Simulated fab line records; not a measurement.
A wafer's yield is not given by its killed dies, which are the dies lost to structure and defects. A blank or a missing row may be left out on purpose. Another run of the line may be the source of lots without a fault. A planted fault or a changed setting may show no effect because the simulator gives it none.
fab line records	flow sky130
record: lots: 14	wafers: 42	last_day: 49
route steps=708 shown VIA2@520 CAPM@540 METAL3@562 PAD_OPEN@708
lots untouched by any fault: they come from a run of this same line in which no faults occurred
start_h: hours from the record's opening day to when the first of the lot's shown wafers began	wait_h: hours elapsed since this lot's preceding step	" the same as in the row above	L1.1+2: one row covering several wafers at once	- no value present, or no start provided	* or withheld: withheld	< > ~ a bound
route shown NAME@n: names a module that has steps shown in the file, with the first one's number in the route	usual: mean/standard deviation taken from wafers without a fault	same: alike in all rows	chamber/n: place in a boat	sites: each site's reading	_std_site: standard deviation across them	_edge_site: the outer-site mean with the inner-site mean subtracted	radius_mm: for every site, how far away it sits from the centre of the wafer	mask NAME#n: copy n	behind: tool/chamber where the wafer was last shaped	hold: reason for holding the lot/hours on hold/outcome of the hold	device: transistor that didn't switch, given as n, p or np	end of line: the route-end tests of the same wafers	a step without rows: its recipe alone	killed: at the first sort, the dies lost to defects and structure; wafer yield is something else	map: per-die view of a wafer (x killed, . not killed, _ where there is no die)
set.NAME: the run value of the setting; set.NAME@STEP: its run value at that earlier step	model.NAME: the simulator's own value behind a step, which no gauge read
route steps across a sampled set of lots; one table per step, one row per wafer
== steps ==
step: SKY_VIA2_OVL_MEAS_13
usual: VIA2_OVL: 8/5.1
lot.wafer	tool	chamber	start_h	wait_h	VIA2_OVL[nm]
L223.2	overlay-01	-	835.16	0.1	9
L223.3	"	-	"	"	11
L223.4	"	-	"	"	8
L225.3	overlay-01	-	859.45	0.1	7
L225.5	"	-	"	"	7
L225.6	"	-	"	"	-1
L226.1	overlay-01	-	871.34	0.1	10
L226.2	"	-	"	"	7
L226.4	"	-	"	"	10
L227.2	overlay-02	-	880.09	0.1	16
L227.3	"	-	"	"	9
L227.5	"	-	"	"	4
L228.1	overlay-02	-	882.93	0.1	13
L228.5	"	-	"	"	8
L228.6	"	-	"	"	1
L229.1	overlay-01	-	888.58	0.1	11
L229.3	"	-	"	"	12
L229.5	"	-	"	"	9
L230.1	overlay-01	-	898.29	0.1	2
L230.2	"	-	"	"	9
L230.3	"	-	"	"	2
L231.1	overlay-02	-	906.13	0.1	-2
L231.4	"	-	"	"	7
L231.6	"	-	"	"	9
L232.1	overlay-02	-	917.19	0.1	0
L232.5	"	-	"	"	7
L232.6	"	-	"	"	6
L233.2	overlay-01	-	921.75	0.1	3
L233.3	"	-	"	"	13
L233.6	"	-	"	"	6
L239.1	overlay-01	-	967.19	0.1	11
L239.2	"	-	"	"	13
L239.6	"	-	"	"	16
L241.1	overlay-01	-	974.18	0.1	13
L241.2	"	-	"	"	12
L241.6	"	-	"	"	7
L242.2	overlay-01	-	984.39	0.1	7
L242.5	"	-	"	"	0
L242.6	"	-	"	"	8
L243.1	overlay-01	-	992.81	0.1	11
L243.2	"	-	"	"	7
L243.4	"	-	"	"	15
step: SKY_CAPM_RS_MEAS_03
recipe: thk_meas_gauge: four-point-probe	reads: TiN_of_CAPM_SPUTTER_02
usual: CAPM_TIN_RS: 6.94/0.12
lot.wafer	tool	chamber	start_h	wait_h	CAPM_TIN_RS[ohm/sq]
L223.2	film_metro-01	-	836.92	0.1	7.01
L223.3	"	-	"	"	6.73
L223.4	"	-	"	"	6.88
L225.3	film_metro-01	-	861.33	0.1	6.92
L225.5	"	-	"	"	7.07
L225.6	"	-	"	"	6.94
L226.1	film_metro-03	-	873.19	0.1	7.11
L226.2	"	-	"	"	6.81
L226.4	"	-	"	"	6.95
L227.2	film_metro-03	-	881.89	0.1	6.75
L227.3	"	-	"	"	6.80
L227.5	"	-	"	"	6.77
L228.1	film_metro-01	-	884.69	0.1	6.92
L228.5	"	-	"	"	7.03
L228.6	"	-	"	"	6.90
L229.1	film_metro-04	-	890.37	0.1	6.83
L229.3	"	-	"	"	6.97
L229.5	"	-	"	"	6.98
L230.1	film_metro-03	-	900.07	0.1	6.95
L230.2	"	-	"	"	7.19
L230.3	"	-	"	"	6.86
L231.1	film_metro-03	-	907.88	0.1	7.02
L231.4	"	-	"	"	6.94
L231.6	"	-	"	"	7.03
L232.1	film_metro-01	-	918.97	0.1	6.74
L232.5	"	-	"	"	6.73
L232.6	"	-	"	"	6.99
L233.2	film_metro-01	-	923.52	0.1	6.99
L233.3	"	-	"	"	7.24
L233.6	"	-	"	"	7.18
L239.1	film_metro-04	-	968.94	0.1	6.97
L239.2	"	-	"	"	6.97
L239.6	"	-	"	"	7.03
L241.1	film_metro-01	-	976.34	0.1	7.05
L241.2	"	-	"	"	6.96
L241.6	"	-	"	"	6.91
L242.2	film_metro-01	-	986.16	0.1	6.74
L242.5	"	-	"	"	6.84
L242.6	"	-	"	"	6.69
L243.1	film_metro-04	-	994.56	0.1	6.91
L243.2	"	-	"	"	7.03
L243.4	"	-	"	"	6.81
step: SKY_METAL3_DEVELOP_12
recipe: develop_time_s: 60	resist: KrF-thick	dev_temp_c: 21
usual: developer_temp_C: 21.00/0.12
lot.wafer	tool	chamber	start_h	wait_h	developer_temp_C
L223.2	litho_track-01	0	889	-	20.96
L223.3	"	0	"	"	20.80
L223.4	"	0	"	"	20.95
L225.3	litho_track-02	0	912	-	20.80
L225.5	"	0	"	"	20.76
L225.6	"	0	"	"	20.84
L226.1	litho_track-04	0	923	-	20.94
L226.2	"	0	"	"	21.03
L226.4	"	0	"	"	21.10
L227.2	litho_track-04	0	931	-	21.07
L227.3	"	0	"	"	21.19
L227.5	"	0	"	"	20.99
L228.1	litho_track-01	0	934	-	20.93
L228.5	"	0	"	"	20.96
L228.6	"	0	"	"	21.04
L229.1	litho_track-01	0	940	-	21.00
L229.3	"	0	"	"	21.00
L229.5	"	0	"	"	21.08
L230.1	litho_track-02	0	949	-	20.94
L230.2	"	0	"	"	20.95
L230.3	"	0	"	"	20.81
L231.1	litho_track-04	0	956	-	20.96
L231.4	"	0	"	"	21.01
L231.6	"	0	957	-	21.02
L232.1	litho_track-02	0	968	-	21.31
L232.5	"	0	"	"	21.00
L232.6	"	0	"	"	20.96
L233.2	litho_track-02	0	972	-	21.24
L233.3	"	0	"	"	21.11
L233.6	"	0	"	"	21.32
L239.1	litho_track-02	0	1015	-	21.55
L239.2	"	0	"	"	21.74
L239.6	"	0	"	"	21.67
L241.1	litho_track-02	0	1022	-	21.59
L241.2	"	0	"	"	21.56
L241.6	"	0	"	"	21.53
L242.2	litho_track-02	0	1031	-	21.82
L242.5	"	0	"	"	21.62
L242.6	"	0	"	"	21.53
L243.1	litho_track-01	0	1040	-	21.06
L243.2	"	0	"	"	21.23
L243.4	"	0	"	"	21.01
step: SKY_METAL3_CD_MEAS_13
recipe: target_cd_nm: 300
usual: cd_nm: 300.3/1.2
lot.wafer	tool	chamber	start_h	wait_h	cd_nm
L223.2	cd_sem-01	-	889.48	-	300.7
L223.3	"	-	"	"	300.3
L223.4	"	-	"	"	300.5
L225.3	cd_sem-02	-	912.80	-	300.5
L225.5	"	-	"	"	300.6
L225.6	"	-	"	"	302.8
L226.1	cd_sem-02	-	923.72	-	300.6
L226.2	"	-	"	"	300.4
L226.4	"	-	"	"	300.4
L227.2	cd_sem-02	-	931.59	-	300.9
L227.3	"	-	"	"	300.1
L227.5	"	-	"	"	300.7
L228.1	cd_sem-02	-	934.82	-	301.1
L228.5	"	-	"	"	300.6
L228.6	"	-	"	"	301.0
L229.1	cd_sem-01	-	940.92	-	299.0
L229.3	"	-	"	"	299.7
L229.5	"	-	"	"	298.1
L230.1	cd_sem-02	-	949.71	-	301.1
L230.2	"	-	"	"	301.5
L230.3	"	-	"	"	300.8
L231.1	cd_sem-01	-	957.07	-	300.0
L231.4	"	-	"	"	301.0
L231.6	"	-	"	"	300.3
L232.1	cd_sem-01	-	968.91	-	299.3
L232.5	"	-	"	"	299.7
L232.6	"	-	"	"	299.8
L233.2	cd_sem-02	-	972.28	-	301.5
L233.3	"	-	"	"	301.3
L233.6	"	-	"	"	301.8
L239.1	cd_sem-01	-	1015.81	-	299.6
L239.2	"	-	"	"	301.3
L239.6	"	-	"	"	300.2
L241.1	cd_sem-02	-	1022.71	-	301.6
L241.2	"	-	"	"	300.3
L241.6	"	-	"	"	300.4
L242.2	cd_sem-01	-	1031.68	-	297.6
L242.5	"	-	"	"	299.0
L242.6	"	-	"	"	299.9
L243.1	cd_sem-01	-	1040.52	-	301.2
L243.2	"	-	"	"	302.2
L243.4	"	-	"	"	300.7
step: SKY_PAD_OPEN_PROBE_99
usual: defect_limited_yield: 82.9/2	killed_at_M0_to_M3: 43/7	killed_at_M4_up: 3.0/1.9	killed_at_contacts: 24/4.6	killed_at_front_end: 15/4.1	killed_at_other: 0.3/0.52	killed_dies: 84/9.7	killed_open: 46/6.9	killed_short: 38/6.8	sort_bin_3_pad_short: 0.8/0.41	sort_bin_5_function: 10.2/1.5	sort_bin_6_memory: 6.1/1.1	sort_n_pass: 408/9.7	sort_yield_pct: 82.9/2
same: gross_dies: 492	killed_at_back_side: 0	sort_bin_4_leakage[%]: 0	sort_bin_8_speed[%]: 0
lot.wafer	tool	chamber	start_h	wait_h	defect_limited_yield[%]	killed_at_M0_to_M3	killed_at_M4_up	killed_at_contacts	killed_at_front_end	killed_at_other	killed_dies	killed_open	killed_short	sort_bin_3_pad_short[%]	sort_bin_5_function[%]	sort_bin_6_memory[%]	sort_n_pass	sort_yield_pct[%]
L223.2	prober-01	-	1066.13	0.1	81.5	40	7	27	17	0	91	51	39	1.0	11.0	6.5	401	81.5
L223.3	prober-01	-	1066.18	0.2	83.1	39	3	24	17	0	83	45	38	0.2	11.4	5.3	409	83.1
L223.4	prober-01	-	1066.23	0.2	79.3	49	2	34	17	0	102	60	42	1.4	11.6	7.7	390	79.3
L225.3	prober-01	-	1084.59	0.2	82.3	41	1	24	20	1	87	44	43	1.6	10.4	5.7	405	82.3
L225.5	prober-01	-	1084.69	0.2	81.9	41	3	23	21	1	89	56	33	0.4	11.2	6.5	403	81.9
L225.6	prober-01	-	1084.74	0.2	83.5	37	4	22	18	0	81	46	33	0.8	10.6	5.1	411	83.5
L226.1	prober-02	-	1094.24	0.1	84.8	42	5	18	9	1	75	42	33	0.2	9.8	5.3	417	84.8
L226.2	prober-02	-	1094.29	0.1	84.3	47	1	20	8	1	77	45	32	1.0	8.5	6.1	415	84.3
L226.4	prober-02	-	1094.39	0.2	82.9	45	8	16	13	2	84	40	44	0.6	8.5	7.9	408	82.9
L227.2	prober-01	-	1098.67	0.1	82.5	47	4	25	9	1	86	53	33	0.4	10.8	6.3	406	82.5
L227.3	prober-01	-	1098.72	0.2	83.9	41	2	15	20	1	79	44	35	0.6	9.3	6.1	413	83.9
L227.5	prober-01	-	1098.82	0.2	83.5	39	3	26	13	0	81	44	37	1.2	9.6	5.7	411	83.5
L228.1	prober-02	-	1102.36	0.1	81.3	45	8	24	15	0	92	52	40	1.8	10.8	6.1	400	81.3
L228.5	prober-02	-	1102.56	0.2	82.1	41	4	20	23	0	88	51	37	0.6	11.4	5.9	404	82.1
L228.6	prober-02	-	1102.61	0.2	80.7	50	1	25	19	0	95	55	40	0.8	10.8	7.7	397	80.7
L229.1	prober-01	-	1108.10	0.1	83.3	41	4	24	13	0	82	51	31	1.0	9.3	6.3	410	83.3
L229.3	prober-01	-	1108.20	0.2	82.5	41	2	30	13	0	86	51	35	1.0	8.9	7.5	406	82.5
L229.5	prober-01	-	1108.30	0.2	80.5	48	4	25	18	1	96	51	43	1.2	11.8	6.5	396	80.5
L230.1	prober-02	-	1116.20	0.1	81.3	53	1	24	14	0	92	45	46	0.4	9.8	8.5	400	81.3
L230.2	prober-02	-	1116.25	0.1	79.5	52	2	26	21	0	101	53	47	0.6	14.8	5.1	391	79.5
L230.3	prober-02	-	1116.30	0.2	82.1	40	1	28	18	1	88	43	45	0.8	10.4	6.7	404	82.1
L231.1	prober-01	-	1120.15	0.1	84.6	41	2	21	12	0	76	41	35	0.4	10.0	5.1	416	84.6
L231.4	prober-01	-	1120.30	0.2	81.3	50	4	25	13	0	92	57	35	1.4	11.0	6.3	400	81.3
L231.6	prober-01	-	1120.40	0.2	83.3	40	3	28	11	0	82	49	33	0.6	8.9	7.1	410	83.3
L232.1	prober-02	-	1130.43	0.1	80.5	53	3	27	13	0	96	48	48	1.6	13.2	4.7	396	80.5
L232.5	prober-02	-	1130.63	0.2	82.5	47	6	17	16	0	86	44	42	1.0	9.3	7.1	406	82.5
L232.6	prober-02	-	1130.68	0.2	81.3	50	3	18	21	0	92	49	43	1.0	10.4	7.3	400	81.3
L233.2	prober-01	-	1133.83	0.1	79.3	45	4	37	15	1	102	57	44	0.8	12.8	7.1	390	79.3
L233.3	prober-01	-	1133.88	0.2	81.5	48	5	20	18	0	91	53	37	0.6	11.2	6.7	401	81.5
L233.6	prober-01	-	1134.03	0.2	85.2	32	4	24	13	0	73	42	31	0.8	8.1	5.9	419	85.2
L239.1	prober-02	-	1167.98	0.1	82.7	45	3	24	12	1	85	46	36	1.2	10.4	5.7	407	82.7
L239.2	prober-02	-	1168.03	0.1	78.3	53	5	33	16	0	107	57	48	1.4	10.2	10.2	385	78.3
L239.6	prober-02	-	1168.23	0.2	82.1	54	2	20	12	0	88	48	39	0.6	10.8	6.5	404	82.1
L241.1	prober-02	-	1174.78	0.1	81.1	37	2	27	27	0	93	57	36	0.6	10.8	7.5	399	81.1
L241.2	prober-02	-	1174.83	0.1	81.1	46	2	19	25	1	93	63	30	0.8	10.2	7.9	399	81.1
L241.6	prober-02	-	1175.03	0.2	83.9	47	0	17	14	1	79	43	36	0.6	9.8	5.7	413	83.9
L242.2	prober-01	-	1178.76	0.1	83.5	34	1	28	18	0	81	39	42	0.8	9.1	6.5	411	83.5
L242.5	prober-01	-	1178.91	0.2	81.9	42	5	26	16	0	89	39	46	0.6	9.8	7.7	403	81.9
L242.6	prober-01	-	1178.96	0.2	84.6	37	2	21	15	1	76	38	35	0.6	9.1	5.7	416	84.6
L243.1	prober-02	-	1185.17	0.1	81.3	42	3	30	16	1	92	57	33	0.4	11.0	7.3	400	81.3
L243.2	prober-02	-	1185.22	0.1	85.8	37	1	22	10	0	70	43	27	0.2	8.5	5.5	422	85.8
L243.4	prober-02	-	1185.32	0.2	86.2	35	1	18	13	1	68	47	21	0.2	10.0	3.7	424	86.2
killed by level:class
L223.2 VIA1:geometric_particle:open=12 LI_CONTACT:geometric_particle:open=9 POLY_GATE:geometric_particle:short=8 CONTACT:geometric_particle:open=8 VIA1:geometric_particle:short=7 VIA2:geometric_particle:open=5 METAL4:geometric_particle:short=5 LI_CONTACT:geometric_particle:short=4
L223.3 VIA3:geometric_particle:open=10 LI_CONTACT:geometric_particle:open=7 CONTACT:geometric_particle:open=6 VIA1:geometric_particle:open=6 FIELD_ISO:geometric_particle:open=4 POLY_GATE:geometric_particle:short=4 VIA1:geometric_particle:short=4 CONTACT:geometric_particle:short=4
L223.4 CONTACT:geometric_particle:open=13 VIA3:geometric_particle:open=13 VIA1:geometric_particle:open=8 LI_CONTACT:geometric_particle:open=8 METAL2:geometric_particle:short=8 VIA2:geometric_particle:open=6 POLY_GATE:geometric_particle:open=5 POLY_GATE:geometric_particle:short=5
L225.3 CONTACT:geometric_particle:open=9 VIA1:geometric_particle:short=9 VIA2:geometric_particle:open=7 LI_CONTACT:geometric_particle:open=6 POLY_GATE:geometric_particle:open=5 METAL2:geometric_particle:short=5 VIA3:geometric_particle:open=5 FIELD_ISO:geometric_particle:short=4
L225.5 VIA1:geometric_particle:open=14 FIELD_ISO:geometric_particle:open=8 CONTACT:geometric_particle:open=8 POLY_GATE:geometric_particle:open=6 VIA3:geometric_particle:open=6 VIA2:geometric_particle:open=5 LI_CONTACT:geometric_particle:open=5 CONTACT:geometric_particle:short=5
L225.6 CONTACT:geometric_particle:open=10 VIA1:geometric_particle:open=10 FIELD_ISO:geometric_particle:open=5 VIA1:geometric_particle:short=5 VIA2:geometric_particle:open=5 VIA3:geometric_particle:open=5 LI_CONTACT:geometric_particle:open=4 CONTACT:geometric_particle:short=4
L226.1 VIA1:geometric_particle:open=9 VIA3:geometric_particle:open=7 CONTACT:geometric_particle:open=6 METAL1:geometric_particle:short=6 LI_CONTACT:geometric_particle:open=4 LOCAL_INTERCONNECT:geometric_particle:open=4 VIA2:geometric_particle:short=4 VIA1:geometric_particle:short=4
L226.2 VIA1:geometric_particle:open=9 VIA3:geometric_particle:open=9 VIA2:geometric_particle:open=7 LI_CONTACT:geometric_particle:open=6 METAL2:geometric_particle:short=5 CONTACT:geometric_particle:open=5 LOCAL_INTERCONNECT:geometric_particle:short=4 CONTACT:geometric_particle:short=4
L226.4 VIA1:geometric_particle:open=12 VIA3:geometric_particle:short=7 VIA1:geometric_particle:short=7 CONTACT:geometric_particle:open=6 METAL4:geometric_particle:short=6 CONTACT:geometric_particle:short=5 VIA2:geometric_particle:open=5 FIELD_ISO:geometric_particle:short=4
L227.2 CONTACT:geometric_particle:open=11 METAL2:geometric_particle:short=10 VIA2:geometric_particle:open=9 LI_CONTACT:geometric_particle:open=7 VIA3:geometric_particle:open=6 VIA1:geometric_particle:open=5 POLY_GATE:geometric_particle:open=4 METAL1:geometric_particle:short=4
L227.3 VIA1:geometric_particle:open=9 LI_CONTACT:geometric_particle:open=8 VIA2:geometric_particle:open=6 VIA3:geometric_particle:open=6 POLY_GATE:geometric_particle:open=5 FIELD_ISO:geometric_particle:short=4 POLY_GATE:geometric_particle:short=4 METAL1:geometric_particle:short=4
L227.5 LI_CONTACT:geometric_particle:open=11 VIA1:geometric_particle:open=10 LOCAL_INTERCONNECT:geometric_particle:short=6 CONTACT:geometric_particle:open=6 VIA2:geometric_particle:open=6 VIA2:geometric_particle:short=5 POLY_GATE:geometric_particle:short=4 METAL2:geometric_particle:short=4
L228.1 CONTACT:geometric_particle:open=11 VIA1:geometric_particle:open=10 VIA1:geometric_particle:short=6 VIA3:geometric_particle:open=6 METAL1:geometric_particle:short=5 VIA3:geometric_particle:short=5 POLY_GATE:geometric_particle:open=4 LI_CONTACT:geometric_particle:short=4
L228.5 VIA2:geometric_particle:open=10 LI_CONTACT:geometric_particle:open=8 VIA1:geometric_particle:open=8 POLY_GATE:geometric_particle:open=7 POLY_GATE:geometric_particle:short=5 VIA3:geometric_particle:open=5 FIELD_ISO:geometric_particle:short=4 FIELD_ISO:geometric_particle:open=3
L228.6 VIA1:geometric_particle:open=10 VIA2:geometric_particle:open=9 METAL2:geometric_particle:short=8 LI_CONTACT:geometric_particle:open=7 VIA3:geometric_particle:open=7 CONTACT:geometric_particle:open=6 CONTACT:geometric_particle:short=6 POLY_GATE:geometric_particle:open=5
L229.1 CONTACT:geometric_particle:open=12 VIA3:geometric_particle:open=9 VIA1:geometric_particle:open=8 LI_CONTACT:geometric_particle:open=7 VIA1:geometric_particle:short=6 POLY_GATE:geometric_particle:short=4 METAL1:geometric_particle:short=4 VIA3:geometric_particle:short=4
L229.3 VIA1:geometric_particle:open=11 LI_CONTACT:geometric_particle:open=10 CONTACT:geometric_particle:open=10 FIELD_ISO:geometric_particle:short=7 VIA3:geometric_particle:open=6 METAL1:geometric_particle:short=5 VIA2:geometric_particle:open=5 LOCAL_INTERCONNECT:geometric_particle:short=4
L229.5 CONTACT:geometric_particle:open=10 VIA3:geometric_particle:open=8 VIA1:geometric_particle:open=8 VIA2:geometric_particle:open=6 LI_CONTACT:geometric_particle:open=6 VIA1:geometric_particle:short=6 METAL3:geometric_particle:short=6 CONTACT:geometric_particle:short=5
L230.1 VIA2:geometric_particle:open=11 VIA1:geometric_particle:short=11 CONTACT:geometric_particle:open=10 VIA3:geometric_particle:open=7 METAL1:geometric_particle:short=6 CONTACT:geometric_particle:short=5 VIA2:geometric_particle:short=5 FIELD_ISO:geometric_particle:open=4
L230.2 CONTACT:geometric_particle:open=10 VIA1:geometric_particle:open=8 METAL1:geometric_particle:short=7 VIA2:geometric_particle:open=7 LI_CONTACT:geometric_particle:open=7 VIA1:geometric_particle:short=6 METAL2:geometric_particle:short=6 VIA3:geometric_particle:open=6
L230.3 LI_CONTACT:geometric_particle:open=9 CONTACT:geometric_particle:open=7 FIELD_ISO:geometric_particle:short=6 VIA1:geometric_particle:open=6 METAL1:geometric_particle:short=5 VIA2:geometric_particle:open=5 VIA1:geometric_particle:short=5 VIA3:geometric_particle:open=5
L231.1 VIA1:geometric_particle:open=11 METAL2:geometric_particle:short=8 CONTACT:geometric_particle:open=7 VIA2:geometric_particle:open=7 LOCAL_INTERCONNECT:geometric_particle:short=4 LI_CONTACT:geometric_particle:open=4 POLY_GATE:geometric_particle:open=3 LI_CONTACT:geometric_particle:short=3
L231.4 VIA1:geometric_particle:open=20 LI_CONTACT:geometric_particle:open=9 VIA2:geometric_particle:open=9 CONTACT:geometric_particle:open=8 METAL1:geometric_particle:short=5 FIELD_ISO:geometric_particle:short=4 SPACER:geometric_particle:short=4 VIA3:geometric_particle:open=4
L231.6 CONTACT:geometric_particle:open=13 VIA1:geometric_particle:open=9 VIA3:geometric_particle:open=9 LI_CONTACT:geometric_particle:open=6 VIA1:geometric_particle:short=5 CONTACT:geometric_particle:short=4 LOCAL_INTERCONNECT:geometric_particle:short=4 VIA3:geometric_particle:short=4
L232.1 VIA1:geometric_particle:open=11 VIA2:geometric_particle:open=10 VIA2:geometric_particle:short=8 METAL1:geometric_particle:short=7 CONTACT:geometric_particle:open=6 CONTACT:geometric_particle:short=6 LOCAL_INTERCONNECT:geometric_particle:short=6 POLY_GATE:geometric_particle:open=4
L232.5 VIA1:geometric_particle:open=10 CONTACT:geometric_particle:open=7 METAL1:geometric_particle:short=6 VIA3:geometric_particle:open=6 FIELD_ISO:geometric_particle:short=5 VIA1:geometric_particle:short=5 VIA3:geometric_particle:short=5 VIA2:geometric_particle:open=4
L232.6 METAL1:geometric_particle:short=9 VIA3:geometric_particle:open=8 LI_CONTACT:geometric_particle:open=8 VIA1:geometric_particle:open=8 FIELD_ISO:geometric_particle:open=7 POLY_GATE:geometric_particle:short=7 VIA2:geometric_particle:open=7 VIA1:geometric_particle:short=6
L233.2 VIA2:geometric_particle:open=14 CONTACT:geometric_particle:open=12 LOCAL_INTERCONNECT:geometric_particle:short=7 LI_CONTACT:geometric_particle:open=7 CONTACT:geometric_particle:short=7 FIELD_ISO:geometric_particle:open=6 METAL1:geometric_particle:short=6 VIA1:geometric_particle:open=6
L233.3 METAL2:geometric_particle:short=10 VIA2:geometric_particle:open=10 CONTACT:geometric_particle:open=9 LI_CONTACT:geometric_particle:open=7 VIA1:geometric_particle:open=6 VIA3:geometric_particle:open=6 POLY_GATE:geometric_particle:open=5 POLY_GATE:geometric_particle:short=4
L233.6 CONTACT:geometric_particle:open=10 VIA1:geometric_particle:open=7 LI_CONTACT:geometric_particle:short=6 LI_CONTACT:geometric_particle:open=5 VIA2:geometric_particle:open=5 METAL2:geometric_particle:short=5 VIA3:geometric_particle:open=4 VIA1:geometric_particle:short=4
L239.1 CONTACT:geometric_particle:open=10 VIA2:geometric_particle:open=10 VIA1:geometric_particle:open=9 VIA3:geometric_particle:short=7 CONTACT:geometric_particle:short=6 FIELD_ISO:geometric_particle:short=5 LI_CONTACT:geometric_particle:open=5 VIA3:geometric_particle:open=5
L239.2 LI_CONTACT:geometric_particle:open=13 VIA1:geometric_particle:open=9 VIA3:geometric_particle:open=9 VIA2:geometric_particle:short=8 CONTACT:geometric_particle:open=7 METAL1:geometric_particle:short=6 VIA2:geometric_particle:open=6 CONTACT:geometric_particle:short=5
L239.6 VIA1:geometric_particle:open=13 VIA3:geometric_particle:open=9 LI_CONTACT:geometric_particle:open=9 VIA1:geometric_particle:short=7 CONTACT:geometric_particle:open=6 METAL1:geometric_particle:short=6 VIA2:geometric_particle:short=5 VIA3:geometric_particle:short=5
L241.1 CONTACT:geometric_particle:open=14 FIELD_ISO:geometric_particle:open=9 VIA2:geometric_particle:open=7 VIA3:geometric_particle:open=7 FIELD_ISO:geometric_particle:short=6 CONTACT:geometric_particle:short=6 METAL1:geometric_particle:short=6 SPACER:geometric_particle:open=5
L241.2 VIA1:geometric_particle:open=10 VIA2:geometric_particle:open=9 CONTACT:geometric_particle:open=8 VIA3:geometric_particle:open=7 POLY_GATE:geometric_particle:open=6 LI_CONTACT:geometric_particle:open=5 FIELD_ISO:geometric_particle:open=4 SPACER:geometric_particle:short=4
L241.6 VIA1:geometric_particle:open=14 METAL1:geometric_particle:short=8 LI_CONTACT:geometric_particle:open=6 VIA3:geometric_particle:open=6 CONTACT:geometric_particle:short=5 POLY_GATE:geometric_particle:open=4 POLY_GATE:geometric_particle:short=4 CONTACT:geometric_particle:open=4
L242.2 CONTACT:geometric_particle:open=10 VIA1:geometric_particle:open=9 VIA2:geometric_particle:short=8 POLY_GATE:geometric_particle:short=7 CONTACT:geometric_particle:short=7 LI_CONTACT:geometric_particle:open=6 VIA1:geometric_particle:short=5 VIA2:geometric_particle:open=5
L242.5 CONTACT:geometric_particle:open=12 VIA1:geometric_particle:open=7 VIA2:geometric_particle:short=7 FIELD_ISO:geometric_particle:short=6 METAL2:geometric_particle:short=6 VIA1:geometric_particle:short=5 VIA2:geometric_particle:open=5 LOCAL_INTERCONNECT:geometric_particle:short=4
L242.6 VIA3:geometric_particle:open=7 VIA1:geometric_particle:open=6 LOCAL_INTERCONNECT:geometric_particle:short=6 CONTACT:geometric_particle:open=5 VIA1:geometric_particle:short=5 POLY_GATE:geometric_particle:open=4 LI_CONTACT:geometric_particle:open=4 CONTACT:geometric_particle:short=4
L243.1 VIA1:geometric_particle:open=14 CONTACT:geometric_particle:open=10 LI_CONTACT:geometric_particle:open=9 VIA3:geometric_particle:open=8 POLY_GATE:geometric_particle:short=6 LOCAL_INTERCONNECT:geometric_particle:short=6 VIA2:geometric_particle:open=5 METAL2:geometric_particle:short=4
L243.2 VIA1:geometric_particle:open=12 LI_CONTACT:geometric_particle:open=9 VIA3:geometric_particle:open=9 CONTACT:geometric_particle:open=5 FIELD_ISO:geometric_particle:open=4 CONTACT:geometric_particle:short=4 METAL2:geometric_particle:short=4 METAL3:geometric_particle:short=4
L243.4 VIA1:geometric_particle:open=13 CONTACT:geometric_particle:open=9 POLY_GATE:geometric_particle:open=5 LI_CONTACT:geometric_particle:open=5 METAL2:geometric_particle:short=5 VIA2:geometric_particle:open=4 VIA3:geometric_particle:open=4 FIELD_ISO:geometric_particle:open=2
== key ==
first_sign: step: SKY_METAL3_DEVELOP_12	reading: developer_temp_C	direction: up	sigmas: 5.3	usual: *	struck: *
effect none on later readings
met_at SKY_METAL3_DEVELOP_12
struck_lots L239,L241,L242
loop_trim: step: SKY_METAL3_EXPOSE_10	setting: dose	lots: L242
not_acting_at SKY_VIA2_OVL_MEAS_13,SKY_CAPM_RS_MEAS_03,SKY_METAL3_CD_MEAS_13
onset_between 972 1015
fault: kind: process_parameter_drift	tool: litho_track-02	chamber: -	onset_h: 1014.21	steps: SKY_METAL3_DEVELOP_12	channel: dev_temp_c	offset: *	shape: step	end_h: 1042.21	acts_in: *	stated: *
loop_trim: a control loop set the setting to another value than it would have without faults
